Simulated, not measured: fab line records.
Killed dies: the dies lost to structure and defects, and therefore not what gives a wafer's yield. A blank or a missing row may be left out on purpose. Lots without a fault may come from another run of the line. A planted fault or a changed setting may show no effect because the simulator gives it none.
fab line records	flow sky130
[record] lots = 6	wafers = 18	lastDay = 50
route steps=708 shown VIA2@510 PAD_OPEN@708
lots that met no fault: from a run of the same line without faults
startH: hours from the record's opening day to when the first of the lot's shown wafers began	waitH: hours elapsed since this lot's preceding step	" identical to the entry in the row above	L1.1+2: one row covering several wafers at once	- value missing, or start not given	* or withheld: withheld	< > ~ a bound
route shown NAME@n: names a module that has steps shown in the file, with the first one's number in the route	usual: mean/standard deviation taken from wafers without a fault	same: alike in all rows	chamber/n: place in a boat	sites: per-site readings	_std_site: the standard deviation of these	_edge_site: mean of outer sites minus mean of inner sites	radiusMm: how far each site lies from the wafer's centre	mask NAME#n: copy n	behind: the most recent tool/chamber to have shaped the wafer	hold: why the lot was held/for how many hours/how that ended	device: whichever transistor did not switch (one of n, p or np)	end of line: the route-end tests of the same wafers	where a step has no rows: the recipe by itself	killed: dies lost to structure and defects at the first sort, not the wafer's yield	map: shows each die of a wafer: x if killed, . if not, _ if none is there
set.NAME: the run value of the setting; set.NAME@STEP: its run value at that earlier step	model.NAME: the simulator's own value behind a step, which no gauge read
a table for each step, a row for each wafer; lots at some steps of the route
services: when a tool's chamber went out of use (startH, in hours from the record's first day, below 0 if earlier), for how many hours, and the reason
[[steps]]
[step SKY_VIA2_BOW_MEAS_03]
[recipe] mode = bow
[usual] VIA2_BOW = 86/6.8
lot.wafer	tool	chamber	startH	waitH	VIA2_BOW[um]
L872.4	filmMetro-02	-	866.10	0.3	90
L872.5	"	-	"	"	93
L872.6	"	-	"	"	93
L875.1	filmMetro-03	-	866.39	0.1	86
L875.4	"	-	"	"	98
L875.6	"	-	"	"	83
L874.1	filmMetro-01	-	866.85	0.1	79
L874.3	"	-	"	"	101
L874.5	"	-	"	"	90
L881.3	filmMetro-02	-	917.84	0.1	81
L881.4	"	-	"	"	81
L881.5	"	-	"	"	88
L888.1	filmMetro-02	-	946.86	0.2	88
L888.3	"	-	"	"	86
L888.4	"	-	"	"	76
L892.1	filmMetro-01	-	974.49	0.1	87
L892.2	"	-	"	"	79
L892.4	"	-	"	"	90
[step SKY_VIA2_DEHYDRATE_04]
[recipe] tempC = 200	timeS = 60
[step SKY_VIA2_HMDS_05]
[recipe] primeTimeS = 60	primeTempC = 120
[step SKY_VIA2_COAT_06]
[recipe] resist = BARC	tempC = withheld	timeS = withheld	spinRpm = 3000	resistThkNm = 60
[step SKY_VIA2_COAT_07]
[recipe] resist = KrF-thick	spinRpm = 3000	resistThkNm = 450
[step SKY_VIA2_SOFTBAKE_08]
[recipe] tempC = 100	timeS = 90	resist = KrF-thick
[step SKY_VIA2_EXPOSE_09]
[recipe] maskId = VIM2	na = 0.8	sourceShape = annular	sigmaInner = 0.55	sigmaOuter = 0.85	targetCdNm = 200	doseMj = 38
[step SKY_VIA2_PEB_10]
[recipe] pebTempC = withheld	pebTimeS = withheld	resist = KrF-thick
[step SKY_VIA2_DEVELOP_11]
[recipe] developTimeS = 60	resist = KrF-thick	devTempC = 21
[step SKY_VIA2_CD_MEAS_12]
[recipe] targetCdNm = 200
[usual] cdNm = 200.4/1.6
lot.wafer	tool	chamber	startH	waitH	cdNm
L872.4	cdSem-01	-	891.64	-	203.9
L872.5	"	-	"	"	202.6
L872.6	"	-	"	"	203.7
L875.1	cdSem-01	-	892.16	-	200.0
L875.4	"	-	"	"	200.8
L875.6	"	-	"	"	201.1
L874.1	cdSem-01	-	892.67	-	202.2
L874.3	"	-	"	"	202.7
L874.5	"	-	"	"	201.7
L881.3	cdSem-02	-	942.50	-	201.0
L881.4	"	-	"	"	199.5
L881.5	"	-	"	"	199.4
L888.1	cdSem-01	-	969.99	-	201.7
L888.3	"	-	"	"	202.3
L888.4	"	-	"	"	201.6
L892.1	cdSem-02	-	998.71	-	199.1
L892.2	"	-	"	"	200.2
L892.4	"	-	"	"	201.2
[step SKY_VIA2_OVL_MEAS_13]
[usual] VIA2_OVL = -4/4.6
lot.wafer	tool	chamber	startH	waitH	VIA2_OVL[nm]
L872.4	overlay-02	-	891.72	0.1	-2
L872.5	"	-	"	"	-7
L872.6	"	-	"	"	4
L875.1	overlay-01	-	892.28	0.1	-5
L875.4	"	-	"	"	1
L875.6	"	-	"	"	-12
L874.1	overlay-01	-	892.79	0.1	5
L874.3	"	-	"	"	0
L874.5	"	-	"	"	0
L881.3	overlay-02	-	942.60	0.1	-4
L881.4	"	-	"	"	-7
L881.5	"	-	"	"	0
L888.1	overlay-01	-	970.11	0.1	-6
L888.3	"	-	"	"	1
L888.4	"	-	"	"	-4
L892.1	overlay-02	-	998.83	0.1	-7
L892.2	"	-	"	"	-10
L892.4	"	-	"	"	2
[step SKY_VIA2_ETCH_14]
[recipe] chemistry = N2/H2	target = BARC	ionEnergyEv = 200	sourceW = 500	biasW = 100	pressureMtorr = 30	n2FlowSccm = 100	h2FlowSccm = 200	stopOn = SiO2	timeS = 45.9	targetDepthA = 600
[usual] drypumpMotorCurrentA = 5.8/0.44	oesProductAu = 0.854/0.0054	rfFwdPowerW = 494.0/2.4	throttleValvePct = 13.223/0.009
lot.wafer	tool	chamber	startH	waitH	drypumpMotorCurrentA	oesProductAu	rfFwdPowerW	rfHoursCounterH	throttleValvePct
L872.4	rieDiel-03	2	891.76	0.0	5.4	0.849	493.5	-	13.227
L872.5	"	0	"	"	5.7	0.856	496.1	-	13.220
L872.6	"	2	"	"	5.4	0.856	491.9	-	13.227
L875.1	rieDiel-03	2	892.32	0.0	5.4	0.849	492.4	15	13.226
L875.4	"	0	"	"	5.7	0.852	493.8	-	13.224
L875.6	"	0	"	"	5.7	0.851	491.0	-	13.235
L874.1	rieDiel-03	2	892.82	0.0	5.4	0.858	494.2	15	13.207
L874.3	"	3	"	"	5.8	0.855	492.3	19	13.227
L874.5	"	3	"	"	5.8	0.853	493.6	-	13.232
L881.3	rieDiel-02	1	942.62	0.0	6.8	0.860	492.3	13	13.218
L881.4	"	2	"	"	4.9	0.850	493.9	14	13.223
L881.5	"	3	"	"	6.3	0.847	496.8	-	13.208
L888.1	rieDiel-01	1	970.14	0.0	5.6	0.842	494.4	15	13.223
L888.3	"	3	"	"	5.9	0.850	494.5	3	13.202
L888.4	"	2	"	"	5.7	0.857	490.7	-	13.223
L892.1	rieDiel-01	3	998.87	0.0	5.9	0.854	493.1	4	13.224
L892.2	"	0	"	"	6.2	0.853	491.7	1	13.227
L892.4	"	0	"	"	6.2	0.854	489.9	-	13.231
[step SKY_VIA2_ETCH_15]
[recipe] target = SiO2	chemistry = C4F8/O2/Ar	targetDepthNm = 546	stopOn = TiN	maskMaterial = KrF-thick	sourceW = 1500	biasW = 1200	pressureMtorr = 40	c4f8FlowSccm = withheld	O2_flow_sccm = 6	Ar_flow_sccm = 300	timeS = 84
[usual] oesProductAu = 0.940/0.0048	rfFwdPowerW = 1488/5
lot.wafer	tool	chamber	startH	waitH	oesProductAu	rfFwdPowerW	rfHoursCounterH	model.KrF-thick_of_VIA2_COAT_07.thkNm	model.TiN_of_METAL2_SPUTTER_04.thkNm
L872.4	rieDiel-03	2	891.83	0.1	0.941	1487	-	290.7	70.91
L872.5	"	0	"	"	0.942	1494	-	281.2	70.28
L872.6	"	2	"	"	0.933	1488	-	288.6	69.98
L875.1	rieDiel-03	2	892.38	0.0	0.936	1733	15	281.5	68.46
L875.4	"	0	"	"	0.941	1730	-	272.4	68.88
L875.6	"	0	"	"	0.936	1731	-	273.9	68.38
L874.1	rieDiel-03	2	892.87	0.0	0.940	1728	15	279	69.37
L874.3	"	3	"	"	0.945	1723	19	272.9	67.94
L874.5	"	3	"	"	0.939	1722	-	272.5	68.12
L881.3	rieDiel-02	1	942.66	0.0	0.937	1488	13	284.3	68.5
L881.4	"	2	"	"	0.932	1486	14	284.8	69.53
L881.5	"	3	"	"	0.948	1498	-	282.4	69.88
L888.1	rieDiel-01	1	970.19	0.0	0.937	1483	15	281.7	69.24
L888.3	"	3	"	"	0.935	1493	3	282.2	70.04
L888.4	"	2	"	"	0.941	1480	-	285.6	69
L892.1	rieDiel-01	3	998.91	0.0	0.943	1499	4	282.4	68.19
L892.2	"	0	"	"	0.941	1484	1	288.2	69.25
L892.4	"	0	"	"	0.935	1486	-	287.7	70.65
[step SKY_VIA2_STRIP_16]
[recipe] chemistry = O2/N2	powerW = 1400	pressureMtorr = 1500	platenTempC = withheld	o2FlowSccm = 3000	n2FlowSccm = 300	overashFraction = 0.5
[usual] drypumpMotorCurrentA = 5.7/0.38	oesProductAu = 0.399/0.0047	stripTimeToEndpointS = 4.06/0.03
lot.wafer	tool	chamber	startH	waitH	drypumpMotorCurrentA	oesProductAu	rfHoursCounterH	stripTimeToEndpointS
L872.4	plasmaAsher-02	0	891.93	0.1	5.3	0.394	-	4.15
L872.5	"	0	"	"	5.3	0.404	-	4.03
L872.6	"	1	"	"	6.2	0.395	-	4.11
L875.1	plasmaAsher-04	1	892.48	0.1	6.0	0.396	15	4.02
L875.4	"	0	"	"	5.6	0.389	-	3.93
L875.6	"	0	"	"	5.6	0.398	-	3.95
L874.1	plasmaAsher-02	0	892.93	0.0	5.3	0.395	107	3.99
L874.3	"	1	"	"	6.2	0.397	-	3.94
L874.5	"	0	"	"	5.3	0.396	-	3.94
L881.3	plasmaAsher-03	0	942.76	0.1	6.0	0.402	-	4.07
L881.4	"	1	"	"	5.3	0.403	-	4.06
L881.5	"	1	"	"	5.3	0.405	-	4.04
L888.1	plasmaAsher-04	0	970.25	0.0	5.6	0.398	23	4.04
L888.3	"	1	"	"	6.0	0.394	-	4.03
L888.4	"	0	"	"	5.6	0.403	-	4.07
L892.1	plasmaAsher-02	0	998.98	0.0	5.3	0.395	118	4.04
L892.2	"	1	"	"	6.2	0.407	118	4.11
L892.4	"	1	"	"	6.1	0.393	-	4.07
[step SKY_VIA2_STRIP_17]
[recipe] chemistry = postEtchResidueRemover	timeS = 1200	tempC = 72.5
[step SKY_PAD_OPEN_PROBE_99]
[usual] defectLimitedYield = 83.0/1.8	killed_at_M0_to_M3 = 42/6.6	killed_at_M4_up = 3.0/1.7	killedAtContacts = 24/5.3	killedAtFrontEnd = 15/4.5	killedAtOther = 0.2/0.49	killedDies = 83/9	killedOnRim = 16/4	killedOpen = 45/6.9	killedShort = 38/5.8	sort_bin_3_pad_short = 0.8/0.4	sort_bin_5_function = 10.0/1.5	sort_bin_6_memory = 6.1/1.1	sortNPass = 409/9	sortYieldPct = 83.0/1.8
[same] grossDies = 492	killedAtBackSide = 0	sort_bin_4_leakage[%] = 0	sort_bin_8_speed[%] = 0
lot.wafer	tool	chamber	startH	waitH	defectLimitedYield[%]	killed_at_M0_to_M3	killed_at_M4_up	killedAtContacts	killedAtFrontEnd	killedAtOther	killedDies	killedOnRim	killedOpen	killedShort	sort_bin_3_pad_short[%]	sort_bin_5_function[%]	sort_bin_6_memory[%]	sortNPass	sortYieldPct[%]
L872.4	prober-01	-	1113.41	0.2	85.6	31	1	24	15	0	71	17	41	30	0.6	8.9	4.9	421	85.6
L872.5	prober-01	-	1113.46	0.2	85.0	38	1	21	13	1	74	21	28	46	0.4	8.5	6.1	418	85.0
L872.6	prober-01	-	1113.51	0.2	85.4	35	6	23	8	0	72	13	36	36	0.8	10.0	3.9	420	85.4
L888.1	prober-02	-	1172.65	0.1	82.7	47	4	20	14	0	85	9	42	43	1.0	11.2	5.1	407	82.7
L888.3	prober-02	-	1172.75	0.2	84.8	42	4	20	9	0	75	11	45	30	1.2	8.9	5.1	417	84.8
L888.4	prober-02	-	1172.80	0.2	80.7	42	3	32	18	0	95	16	58	37	0.4	13.2	5.7	397	80.7
L892.1	prober-01	-	1194.13	0.1	85.0	37	3	21	12	1	74	14	46	27	0.8	8.7	5.5	418	85.0
L892.2	prober-01	-	1194.18	0.1	84.8	48	1	17	9	0	75	14	33	42	0.6	9.8	4.9	417	84.8
L892.4	prober-01	-	1194.28	0.2	82.9	41	3	25	14	1	84	17	39	45	0.4	11.8	4.9	408	82.9
// killed by level:class
L872.4 VIA1:geometricParticle:open=10 CONTACT:geometricParticle:open=7 FIELD_ISO:geometricParticle:short=6 POLY_GATE:geometricParticle:open=6 LI_CONTACT:geometricParticle:open=6 LOCAL_INTERCONNECT:geometricParticle:short=6 VIA2:geometricParticle:open=6 CONTACT:geometricParticle:short=5
L872.5 METAL1:geometricParticle:short=8 FIELD_ISO:geometricParticle:short=7 LI_CONTACT:geometricParticle:open=6 VIA1:geometricParticle:open=6 METAL2:geometricParticle:short=5 CONTACT:geometricParticle:short=5 CONTACT:geometricParticle:open=5 VIA3:geometricParticle:open=5
L872.6 CONTACT:geometricParticle:open=9 METAL1:geometricParticle:short=7 LI_CONTACT:geometricParticle:open=6 VIA2:geometricParticle:open=6 VIA3:geometricParticle:open=6 METAL4:geometricParticle:short=5 CONTACT:geometricParticle:short=5 VIA1:geometricParticle:open=4
L888.1 VIA1:geometricParticle:open=10 METAL2:geometricParticle:short=8 VIA2:geometricParticle:open=7 LI_CONTACT:geometricParticle:open=6 LOCAL_INTERCONNECT:geometricParticle:short=5 VIA1:geometricParticle:short=5 POLY_GATE:geometricParticle:short=4 CONTACT:geometricParticle:open=4
L888.3 LI_CONTACT:geometricParticle:open=8 CONTACT:geometricParticle:open=8 VIA1:geometricParticle:open=8 VIA2:geometricParticle:open=5 VIA3:geometricParticle:open=5 METAL1:geometricParticle:short=4 METAL2:geometricParticle:short=4 FIELD_ISO:geometricParticle:short=3
L888.4 CONTACT:geometricParticle:open=11 VIA1:geometricParticle:open=10 VIA2:geometricParticle:open=10 LI_CONTACT:geometricParticle:open=8 FIELD_ISO:geometricParticle:short=5 LOCAL_INTERCONNECT:geometricParticle:short=5 FIELD_ISO:geometricParticle:open=4 LI_CONTACT:geometricParticle:short=4
L892.1 VIA1:geometricParticle:open=10 CONTACT:geometricParticle:open=8 LI_CONTACT:geometricParticle:open=7 VIA3:geometricParticle:open=5 POLY_GATE:geometricParticle:open=4 VIA2:geometricParticle:open=4 VIA3:geometricParticle:short=4 METAL1:geometricParticle:short=3
L892.2 VIA1:geometricParticle:open=11 CONTACT:geometricParticle:open=7 METAL1:geometricParticle:short=7 VIA3:geometricParticle:short=6 VIA1:geometricParticle:short=6 VIA2:geometricParticle:open=5 METAL2:geometricParticle:short=5 FIELD_ISO:geometricParticle:open=4
L892.4 VIA1:geometricParticle:open=10 VIA3:geometricParticle:open=8 LI_CONTACT:geometricParticle:open=5 LOCAL_INTERCONNECT:geometricParticle:short=5 CONTACT:geometricParticle:open=5 CONTACT:geometricParticle:short=5 METAL1:geometricParticle:short=5 METAL2:geometricParticle:short=5
[[services]]
tool	chamber	startH	hours	kind
rieDiel-03	1	872.08	-	clean
rieDiel-03	1	872.08	27.4	scheduledDown
rieDiel-03	1	872.08	27.4	ventCycle
rieDiel-01	2	882.26	4.1	repair
plasmaAsher-04	-	899.54	2.0	repair
rieDiel-01	2	907.34	-	clean
rieDiel-01	2	907.34	18.8	scheduledDown
rieDiel-01	2	907.34	18.8	ventCycle
rieDiel-03	-	908.44	2.8	pm
plasmaAsher-02	-	913.32	2.1	repair
rieDiel-03	-	933.19	0.7	repair
rieDiel-01	0	938.78	3.4	repair
rieDiel-02	0	945.26	8.0	repair
plasmaAsher-03	-	949.01	3.4	repair
rieDiel-01	3	953.55	3.7	repair
rieDiel-01	0	960.73	-	clean
rieDiel-01	0	960.73	18.5	scheduledDown
rieDiel-01	0	960.73	18.5	ventCycle
rieDiel-03	3	961.57	-	clean
rieDiel-03	3	961.57	21.3	scheduledDown
rieDiel-03	3	961.57	21.3	ventCycle
rieDiel-01	1	983.50	44.0	repair
plasmaAsher-04	-	995.02	4.6	repair
plasmaAsher-04	-	997.23	2.9	repair
[[key]]
[firstSign] step = SKY_VIA2_ETCH_15	reading = rfFwdPowerW	direction = up	sigmas = 48	usual = 1488	struck = 1728
[effect] step = SKY_VIA2_STRIP_16	reading = stripTimeToEndpointS	direction = down	sigmas = 3.1	usual = *	struck = *
[modelEffect] step = SKY_VIA2_ETCH_15	value = KrF-thick_of_VIA2_COAT_07.thkNm	without = 281.9	struck = 275.4
metAt SKY_VIA2_ETCH_15
struckWafers L874.1,L874.3,L874.5,L875.1,L875.4,L875.6
onsetBetween 891.83 892.38
[fault] kind = processParameterDrift	tool = rieDiel-03	chamber = -	onsetH = 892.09	steps = SKY_VIA2_ETCH_15	channel = sourceW	offset = 240	shape = step	endH = 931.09	actsIn = theseRecipesOnly	stated = 1500
